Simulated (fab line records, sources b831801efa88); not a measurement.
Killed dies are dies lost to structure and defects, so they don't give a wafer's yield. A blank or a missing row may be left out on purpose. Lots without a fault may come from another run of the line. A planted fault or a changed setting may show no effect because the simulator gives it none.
One fault seen from 2 desks | flow gf180mcu | each desk has only its own numbers; what lay behind them comes last

THE TOOL OWNER'S DESK: pecvd-03
The tool's own readings at GF_V3_CVD_02 (deposits SiO2 from TEOS, target thk 850 nm, time 94.851 s): means of the sampled wafers that have a number, for each lot that ran on this tool. A lot is out of limits, marked OUT, if its mean lies more than 4 standard deviations from the usual mean; the brackets give that distance.
Columns: A = heater_power_w at GF_V3_CVD_02, usual 652 W; B = run_length_s at GF_V3_CVD_02, usual 123.1 s
lot  | first seen here | A   | B
L696 | day 21 02:29    | 600 | 123.0
L699 | day 22 04:31    | 618 | 123.6
L707 | day 25 07:19    | 615 | 119.1 (-7.5) OUT
L709 | day 25 21:28    | 599 | 117.5 (-10) OUT
L710 | day 26 04:23    | 623 | 119.1 (-7.3) OUT
L719 | day 28 23:33    | 577 | 123.4
This desk's finding: out of limits on L707, L709, L710; first on L707, day 25 07:19 (run_length_s at GF_V3_CVD_02). In limits: L696, L699, L719.

THE METROLOGY DESK
What the gauges read, lot by lot, whatever tool the lot ran on: means of the sampled wafers that have a number. A lot is out of limits, marked OUT, if its mean lies more than 4 standard deviations from the usual mean; the brackets give that distance.
Columns: A = cd_nm at GF_V2_CD_MEAS_14, usual 259.8 nm; B = V3_CVD_02_THK at GF_V3_THK_MEAS_03, usual 854 nm
lot  | first seen here | A     | B
L696 | day 19 23:26    | 259.7 | 850
L699 | day 21 01:50    | 260.7 | 843
L700 | day 21 10:29    | 259.3 | 857
L707 | day 24 06:44    | 259.5 | 824
L709 | day 24 21:14    | 261.6 | 806 (-4.4) OUT
L710 | day 25 04:14    | 258.6 | 831
L711 | day 25 11:55    | 260.9 | 868
L712 | day 25 21:29    | 260.2 | 860
L715 | day 26 16:47    | 261.1 | 851
L718 | day 27 22:13    | 258.8 | 846
L719 | day 28 01:11    | 258.7 | 856
This desk's finding: out of limits on L709; first on L709, day 25 21:33 (V3_CVD_02_THK at GF_V3_THK_MEAS_03). In limits: L696, L699, L700, L707, L710, L711, L712, L715, L718, L719.

PUT TOGETHER
The tool owner's desk could have raised an alarm at day 25 07:19, on L707, L709, L710.
The metrology desk could have raised an alarm at day 25 21:33, on L709.
The metrology desk has L707, L710 on record, within its limits.
Of the lots named, all ran GF_V3_CVD_02 on pecvd-03.

WHAT THE SIMULATOR HAD PUT IN
Process parameter drift: pecvd-03, from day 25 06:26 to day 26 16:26, at GF_V3_CVD_02. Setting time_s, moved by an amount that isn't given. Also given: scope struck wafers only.
Lots struck among those shown: L707, L709, L710.
Hours from the fault's start to each desk's first reading out of limits: the tool owner's desk, 1; the metrology desk, 15.
